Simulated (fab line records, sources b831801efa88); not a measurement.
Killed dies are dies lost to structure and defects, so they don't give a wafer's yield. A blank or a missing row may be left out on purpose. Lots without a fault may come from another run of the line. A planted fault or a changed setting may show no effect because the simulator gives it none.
Split-lot experiment | flow gf180mcu | 5 lots, 23 wafers read, on a route of 602 steps

THE SPLIT
At GF_STI_OXIDATION_01 (stabilise 600 s, purge 300 s, target thk 10 nm), the setting temp_c was moved away from the recipe's 900 C on 15 of the 23 wafers read, by -2.4% to +3.0%. The other wafers ran this setting at the recipe's value.

The file shows no step between the split and the reading.

THE READING
STI_OXIDATION_THK, in nm, at GF_STI_THK_MEAS_02. Fault-free wafers of this fab line usually give 10.08 nm, standard deviation 0.14 nm.

wafer  | tool, chamber at the split | temp_c as run, C | against the recipe | STI_OXIDATION_THK, nm | against lot-mates on the recipe
L077.1 | -, -                       | 926.6            | +3.0%              | 13.14                 | no lot-mate on the recipe
L077.2 | -, -                       | 926.6            | +3.0%              | 13.10                 | no lot-mate on the recipe
L077.3 | -, -                       | 926.6            | +3.0%              | 13.11                 | no lot-mate on the recipe
L077.5 | -, -                       | 926.6            | +3.0%              | 13.14                 | no lot-mate on the recipe
L077.6 | -, -                       | 926.6            | +3.0%              | 13.19                 | no lot-mate on the recipe
L078.1 | -, -                       | 926.5            | +2.9%              | 13.25                 | no lot-mate on the recipe
L078.2 | -, -                       | 926.5            | +2.9%              | 13.03                 | no lot-mate on the recipe
L078.3 | -, -                       | 926.5            | +2.9%              | 13.21                 | no lot-mate on the recipe
L078.5 | -, -                       | 926.5            | +2.9%              | 13.19                 | no lot-mate on the recipe
L078.6 | -, -                       | 926.5            | +2.9%              | 13.17                 | no lot-mate on the recipe
L079.1 | furnace-02, 0              | 900              | recipe             | 10.21                 | -
L079.4 | furnace-02, 0              | 900              | recipe             | 10.10                 | -
L079.6 | furnace-02, 0              | 900              | recipe             | 10.11                 | -
L082.1 | -, -                       | 878.1            | -2.4%              | 7.76                  | no lot-mate on the recipe
L082.2 | -, -                       | 878.1            | -2.4%              | 7.83                  | no lot-mate on the recipe
L082.3 | -, -                       | 878.1            | -2.4%              | 7.79                  | no lot-mate on the recipe
L082.5 | -, -                       | 878.1            | -2.4%              | 7.69                  | no lot-mate on the recipe
L082.6 | -, -                       | 878.1            | -2.4%              | 7.79                  | no lot-mate on the recipe
L084.1 | -, -                       | 900              | recipe             | 10.10                 | -
L084.2 | -, -                       | 900              | recipe             | 10.02                 | -
L084.4 | -, -                       | 900              | recipe             | 9.97                  | -
L084.5 | -, -                       | 900              | recipe             | 10.16                 | -
L084.6 | -, -                       | 900              | recipe             | 9.99                  | -

THE FIT
A straight line over all 23 wafers: STI_OXIDATION_THK changes by +1.01 nm for each +1% of temp_c; r = +1.00; the points scatter about the line by 0.09 nm.
Too few moved wafers have a lot-mate on the recipe to fit a line with each lot's own level taken away.

THE WHOLE CHAIN: every reading that the file lists as answering this split, in the file's order
step                | what it does                                   | reading                                                                          | change (the file's fit)              | r (the file's)
GF_STI_OXIDATION_01 | stabilise 600 s, purge 300 s, target thk 10 nm | SiO2_of_STI_OXIDATION_01.thk_nm (the simulator's own value, which no gauge read) | +1.01 nm for each +1% of the setting | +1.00
GF_STI_THK_MEAS_02  |                                                | STI_OXIDATION_THK                                                                | +1.01 for each +1% of the setting    | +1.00

THE FILE'S OWN FIT
STI_OXIDATION_THK changes by +1.01 nm for each +1% of temp_c, r = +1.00.
